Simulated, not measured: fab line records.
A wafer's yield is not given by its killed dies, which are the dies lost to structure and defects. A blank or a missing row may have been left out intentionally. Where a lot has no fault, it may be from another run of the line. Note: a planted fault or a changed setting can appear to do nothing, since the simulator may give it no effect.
fab line records -- flow gf180mcu
[record] lots = 5, wafers = 15, last_day = 33
route steps=602 shown V3@441
lots with no fault: from the same line, run without faults
start_h: hours from the record's first day to the start of the lot's first wafer shown -- wait_h: hours since the lot's step before -- " the same as in the row above -- L1.1+2: one row covering several wafers at once -- - no value, or no start was given -- * or withheld: withheld -- < > ~ a bound
route shown NAME@n: names a module that has steps shown in the file, with the first one's number in the route -- usual: the fault-free wafers' mean and standard deviation -- same: alike in all rows -- chamber/n: place in a boat -- sites: per-site readings -- _std_site: the values' standard deviation -- _edge_site: outer sites' mean less inner sites' -- radius_mm: how far each site lies from the wafer's centre -- mask NAME#n: copy n -- behind: the most recent tool/chamber to have shaped the wafer -- hold: reason for holding the lot/hours on hold/outcome of the hold -- device: whichever transistor did not switch (one of n, p or np) -- end of line: at the end of the route, the tests of the same wafers -- step lacking rows: just its recipe -- killed: at the first sort, the dies lost to defects and structure; wafer yield is something else -- map: a wafer's dies, marking killed ones x, the rest . and places with no die _
set.NAME: the setting that was run; set.NAME@STEP: the one run at that earlier step -- model.NAME: the simulator's own value behind a step, which no gauge read
lots seen at some steps along the route; tables by step, rows by wafer
services: the hour from which a tool's chamber was out of use, counted from the record's first day as start_h (under 0 if before that day), plus the number of hours and why
[[steps]]
[step GF_V3_PEB_12]
[recipe] peb_temp_c = 135, peb_time_s = 90, resist = KrF
lot.wafer,tool,chamber,start_h,wait_h
L079.1+3+6,litho_track-03,0,-,-
L080.2+4+5,litho_track-03,0,-,-
L085.2+3+6,litho_track-04,0,-,-
L089.2+3+6,litho_track-04,0,-,-
L092.1+4+6,litho_track-01,0,-,-
[step GF_V3_DEVELOP_13]
[recipe] develop_time_s = 60, resist = KrF, dev_temp_c = 21
lot.wafer,tool,chamber,start_h,wait_h
L079.1+3+6,litho_track-03,0,559.05,0.2
L080.2+4+5,litho_track-03,0,575.62,0.2
L085.2+3+6,litho_track-04,0,615.48,0.2
L089.2+3+6,litho_track-04,0,642.43,0.2
L092.1+4+6,litho_track-01,0,657.99,0.2
[step GF_V3_CD_MEAS_14]
[recipe] target_cd_nm = 260
[usual] cd_nm = 260.2/1.4
lot.wafer,tool,chamber,start_h,wait_h,cd_nm
L079.1,cd_sem-01,-,559.21,0.1,259.0
L079.3,cd_sem-01,-,559.21,0.1,259.8
L079.6,cd_sem-01,-,559.21,0.1,257.7
L080.2,cd_sem-01,-,575.78,0.1,259.2
L080.4,cd_sem-01,-,575.78,0.1,260.1
L080.5,cd_sem-01,-,575.78,0.1,258.6
L085.2,cd_sem-02,-,615.63,0.1,260.9
L085.3,cd_sem-02,-,615.63,0.1,260.0
L085.6,cd_sem-02,-,615.63,0.1,259.6
L089.2,cd_sem-01,-,642.58,0.1,261.8
L089.3,cd_sem-01,-,642.58,0.1,261.7
L089.6,cd_sem-01,-,642.58,0.1,261.5
L092.1,cd_sem-02,-,658.14,0.1,260.0
L092.4,cd_sem-02,-,658.14,0.1,259.7
L092.6,cd_sem-02,-,658.14,0.1,260.3
[step GF_V3_OVL_MEAS_15]
[usual] V3_OVL = 0/6
lot.wafer,tool,chamber,start_h,wait_h,V3_OVL[nm]
L079.1,overlay-02,-,559.33,0.1,4
L079.3,overlay-02,-,559.33,0.1,0
L079.6,overlay-02,-,559.33,0.1,13
L080.2,overlay-01,-,575.89,0.1,0
L080.4,overlay-01,-,575.89,0.1,2
L080.5,overlay-01,-,575.89,0.1,6
L085.2,overlay-01,-,615.73,0.1,2
L085.3,overlay-01,-,615.73,0.1,3
L085.6,overlay-01,-,615.73,0.1,0
L089.2,overlay-01,-,642.68,0.1,9
L089.3,overlay-01,-,642.68,0.1,8
L089.6,overlay-01,-,642.68,0.1,8
L092.1,overlay-02,-,658.26,0.1,-6
L092.4,overlay-02,-,658.26,0.1,-7
L092.6,overlay-02,-,658.26,0.1,-11
[step GF_V3_ETCH_16]
[recipe] chemistry = N2/H2, target_depth_a = withheld, overetch_a = withheld, time_s = withheld, target = BARC, ion_energy_ev = 200, source_w = 500, bias_w = 100, pressure_mtorr = 30, n2_flow_sccm = 100, h2_flow_sccm = 200
[usual] drypump_motor_current_A = 5.7/0.5, oes_product_au = 0.855/0.0049, rf_fwd_power_W = 495.5/2, throttle_valve_pct = 13.225/0.0087
lot.wafer,tool,chamber,start_h,wait_h,drypump_motor_current_A,oes_product_au,rf_fwd_power_W,throttle_valve_pct
L079.1,rie_diel-04,1,559.37,0.0,5.0,0.851,495.6,13.241
L079.3,rie_diel-04,3,559.37,0.0,5.6,0.852,497.1,13.205
L079.6,rie_diel-04,1,559.37,0.0,5.0,0.854,496.1,13.218
L080.2,rie_diel-02,3,575.92,0.0,5.2,0.855,493.6,13.212
L080.4,rie_diel-02,0,575.92,0.0,5.6,0.850,493.3,13.230
L080.5,rie_diel-02,2,575.92,0.0,6.2,0.859,494.9,13.238
L085.2,rie_diel-04,3,615.76,0.0,5.6,0.854,499.7,13.223
L085.3,rie_diel-04,1,615.76,0.0,5.0,0.852,496.9,13.227
L085.6,rie_diel-04,1,615.76,0.0,5.0,0.850,495.0,13.239
L089.2,rie_diel-02,0,642.71,0.0,5.6,0.855,494.0,13.221
L089.3,rie_diel-02,1,642.71,0.0,5.5,0.861,495.3,13.227
L089.6,rie_diel-02,0,642.71,0.0,5.6,0.857,496.4,13.221
L092.1,rie_diel-02,0,658.30,0.0,5.7,0.860,494.4,13.243
L092.4,rie_diel-02,2,658.30,0.0,6.2,0.859,494.1,13.229
L092.6,rie_diel-02,2,658.30,0.0,6.2,0.859,495.9,13.215
[step GF_V3_ETCH_17]
[recipe] chemistry = C4F8/O2/Ar, mask_material = KrF, target = SiO2, stop_on = TiN, source_w = 1500, bias_w = 1200, pressure_mtorr = 40, c4f8_flow_sccm = withheld, O2_flow_sccm = 6, Ar_flow_sccm = 300, time_s = withheld, target_depth_a = 6350
[usual] oes_product_au = 0.856/0.0046, rf_fwd_power_W = 1493/5.1
lot.wafer,tool,chamber,start_h,wait_h,oes_product_au,rf_fwd_power_W
L079.1,rie_diel-04,1,-,-,0.863,1490
L079.3,rie_diel-04,3,-,-,0.850,1497
L079.6,rie_diel-04,1,-,-,0.855,1502
L080.2,rie_diel-02,3,-,-,0.854,1487
L080.4,rie_diel-02,0,-,-,0.868,1496
L080.5,rie_diel-02,2,-,-,0.848,1492
L085.2,rie_diel-04,3,-,-,0.856,1496
L085.3,rie_diel-04,1,-,-,0.851,1488
L085.6,rie_diel-04,1,-,-,0.867,1493
L089.2,rie_diel-02,0,-,-,0.856,1488
L089.3,rie_diel-02,1,-,-,0.855,1492
L089.6,rie_diel-02,0,-,-,0.853,1495
L092.1,rie_diel-02,0,-,-,0.851,1488
L092.4,rie_diel-02,2,-,-,0.855,1493
L092.6,rie_diel-02,2,-,-,0.854,1486
[step GF_V3_STRIP_18]
[recipe] chemistry = O2/N2, power_w = 1400, pressure_mtorr = 1500, platen_temp_c = 250, o2_flow_sccm = 3000, n2_flow_sccm = 300, overash_fraction = 0.5
[usual] drypump_motor_current_A = 5.8/0.31, heater_power_w = 369/37, oes_product_au = 0.592/0.0051
lot.wafer,tool,chamber,start_h,wait_h,drypump_motor_current_A,heater_power_w,oes_product_au,rf_hours_counter_h
L079.1,plasma_asher-03,1,559.50,-,5.8,374,0.590,47
L079.3,plasma_asher-03,1,559.50,-,5.8,366,0.596,-
L079.6,plasma_asher-03,1,559.50,-,5.8,379,0.589,-
L080.2,plasma_asher-04,0,576.05,-,5.8,368,0.591,15
L080.4,plasma_asher-04,1,576.05,-,5.5,286,0.584,-
L080.5,plasma_asher-04,0,576.05,-,5.8,362,0.596,-
L085.2,plasma_asher-01,1,615.89,-,5.9,358,0.583,97
L085.3,plasma_asher-01,1,615.89,-,5.9,345,0.586,-
L085.6,plasma_asher-01,1,615.89,-,5.9,351,0.597,-
L089.2,plasma_asher-03,1,642.84,-,5.8,371,0.599,57
L089.3,plasma_asher-03,0,642.84,-,5.5,396,0.604,-
L089.6,plasma_asher-03,0,642.84,-,5.5,396,0.597,-
L092.1,plasma_asher-01,1,658.43,-,5.9,345,0.585,101
L092.4,plasma_asher-01,0,658.43,-,6.4,425,0.598,-
L092.6,plasma_asher-01,0,658.43,-,6.4,423,0.590,-
[step GF_V3_STRIP_19]
[recipe] chemistry = post_etch_residue_remover, time_s = 1200, temp_c = 72.5
lot.wafer,tool,chamber,start_h,wait_h
L079.1+3+6,wet_bench-02,1,559.60,0.1
L080.2+4+5,wet_bench-04,2,576.15,0.1
L085.2+3+6,wet_bench-02,1,615.99,0.1
L089.2+3+6,wet_bench-04,3,642.94,0.1
L092.1+4+6,wet_bench-04,3,658.53,0.1
[step GF_V3_CLEAN_20]
[recipe] chemistry = DIW, dry = n2_spin
lot.wafer,tool,chamber,start_h,wait_h
L079.1+3+6,wet_bench-04,2,559.94,0.0
L080.2+4+5,wet_bench-02,3,576.52,0.0
L085.2+3+6,wet_bench-03,2,616.33,0.0
L089.2+3+6,wet_bench-03,2,643.28,0.0
L092.1+4+6,wet_bench-02,3,658.87,0.0
[[services]]
tool,chamber,start_h,hours,kind
rie_diel-04,0,536.46,5.5,repair
plasma_asher-03,-,547.57,2.9,repair
rie_diel-04,0,553.97,-,clean
rie_diel-04,0,553.97,29.3,scheduled_down
rie_diel-04,0,553.97,29.3,vent_cycle
rie_diel-02,1,556.18,12.5,repair
rie_diel-02,2,560.88,6.5,repair
plasma_asher-03,-,587.70,0.6,repair
wet_bench-02,-,620.49,1.4,repair
plasma_asher-01,-,624.08,1.4,repair
wet_bench-04,-,627.12,1.9,repair
plasma_asher-01,-,630.87,2.8,pm
rie_diel-04,1,655.28,-,clean
rie_diel-04,1,655.28,16.8,scheduled_down
rie_diel-04,1,655.28,16.8,vent_cycle
[[key]]
fault none
